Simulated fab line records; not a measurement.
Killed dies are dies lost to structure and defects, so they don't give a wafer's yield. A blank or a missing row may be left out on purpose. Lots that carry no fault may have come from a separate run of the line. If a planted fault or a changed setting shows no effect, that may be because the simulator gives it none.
Chamber matching :: flow sky130 :: rie-diel-02 running SKY_FIELD_ISO_ETCH_14: 4 sister chambers
The step etches BARC in N2/H2, stops on SiO2, time 45.9 s, target depth 60 nm. 14 wafers are shown with their chamber, then 7 later ones without.

== WAFERS, EACH WITH ITS CHAMBER ==
wafer: L079.2
chamber: 3
drypump-motor-current-A (A): 6.3
throttle-valve-pct (%): 13.214
n2-flow-sccm (sccm): 100.31

wafer: L079.3
chamber: 1
drypump-motor-current-A (A): 6.7
throttle-valve-pct (%): 13.230
n2-flow-sccm (sccm): 99.73

wafer: L079.5
chamber: 0
drypump-motor-current-A (A): 6.2
throttle-valve-pct (%): 13.214
n2-flow-sccm (sccm): 100.14

wafer: L082.1
chamber: 0
drypump-motor-current-A (A): 6.2
throttle-valve-pct (%): 13.215
n2-flow-sccm (sccm): 100.01

wafer: L082.4
chamber: 2
drypump-motor-current-A (A): 4.9
throttle-valve-pct (%): 13.233
n2-flow-sccm (sccm): 99.86

wafer: L082.6
chamber: 3
drypump-motor-current-A (A): 6.3
throttle-valve-pct (%): 13.228
n2-flow-sccm (sccm): 99.83

wafer: L083.1
chamber: 2
drypump-motor-current-A (A): 4.9
throttle-valve-pct (%): 13.225
n2-flow-sccm (sccm): 99.92

wafer: L083.4
chamber: 1
drypump-motor-current-A (A): 6.7
throttle-valve-pct (%): 13.218
n2-flow-sccm (sccm): 100.03

wafer: L083.6
chamber: 3
drypump-motor-current-A (A): 6.3
throttle-valve-pct (%): 13.233
n2-flow-sccm (sccm): 99.77

wafer: L084.1
chamber: 1
drypump-motor-current-A (A): 6.7
throttle-valve-pct (%): 13.213
n2-flow-sccm (sccm): 99.90

wafer: L084.2
chamber: 2
drypump-motor-current-A (A): 4.9
throttle-valve-pct (%): 13.218
n2-flow-sccm (sccm): 99.43

wafer: L084.6
chamber: 1
drypump-motor-current-A (A): 6.7
throttle-valve-pct (%): 13.224
n2-flow-sccm (sccm): 99.96

wafer: L095.3
chamber: 3
drypump-motor-current-A (A): 6.4
throttle-valve-pct (%): 13.215
n2-flow-sccm (sccm): 99.80

wafer: L095.5
chamber: 2
drypump-motor-current-A (A): 4.9
throttle-valve-pct (%): 13.227
n2-flow-sccm (sccm): 99.97

SIGNATURES (means of the wafers above)
reading: drypump-motor-current-A
chamber 0: 6.200
chamber 1: 6.700
chamber 2: 4.900
chamber 3: 6.325
scatter within a chamber: 0.0274

reading: throttle-valve-pct
chamber 0: 13.21450
chamber 1: 13.22125
chamber 2: 13.22575
chamber 3: 13.22250
scatter within a chamber: 0.0074

reading: n2-flow-sccm
chamber 0: 100.0750
chamber 1: 99.9050
chamber 2: 99.7950
chamber 3: 99.9275
scatter within a chamber: 0.209
Rule: a wafer's distance from a chamber is the root of the sum, over the readings, of the square of ((its reading less the chamber's mean) divided by the reading's scatter). The wafer belongs to the nearest chamber; if the next one is less than 2 further off, it can't be placed. The scatter: take each reading less its chamber's mean, square it, sum over the shown wafers, divide by the number of wafers less the number of chambers, and take the root.

== WAFERS WITHOUT THEIR CHAMBER ==
wafer: L095.6
drypump-motor-current-A (A): 6.7
throttle-valve-pct (%): 13.226
n2-flow-sccm (sccm): 100.09

wafer: L096.3
drypump-motor-current-A (A): 6.2
throttle-valve-pct (%): 13.227
n2-flow-sccm (sccm): 99.48

wafer: L096.5
drypump-motor-current-A (A): 6.3
throttle-valve-pct (%): 13.232
n2-flow-sccm (sccm): 99.81

wafer: L096.6
drypump-motor-current-A (A): 6.2
throttle-valve-pct (%): 13.233
n2-flow-sccm (sccm): 99.63

wafer: L097.2
drypump-motor-current-A (A): 6.8
throttle-valve-pct (%): 13.222
n2-flow-sccm (sccm): 100.43

wafer: L097.4
drypump-motor-current-A (A): 6.2
throttle-valve-pct (%): 13.219
n2-flow-sccm (sccm): 100.13

wafer: L097.6
drypump-motor-current-A (A): 6.4
throttle-valve-pct (%): 13.215
n2-flow-sccm (sccm): 100.59

== EACH ONE'S CHAMBER ==
wafer: L095.6
from the rows above: 1
in truth: 1

wafer: L096.3
from the rows above: can't be placed: 0 or 3
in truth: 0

wafer: L096.5
from the rows above: 3
in truth: 3

wafer: L096.6
from the rows above: can't be placed: 0 or 3
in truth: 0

wafer: L097.2
from the rows above: 1
in truth: 1

wafer: L097.4
from the rows above: 0
in truth: 0

wafer: L097.6
from the rows above: 3
in truth: 3
5 of 7 placed correctly. Not placeable from these rows: 2 (in 2, the candidates include the true chamber). 0 placed wrongly.
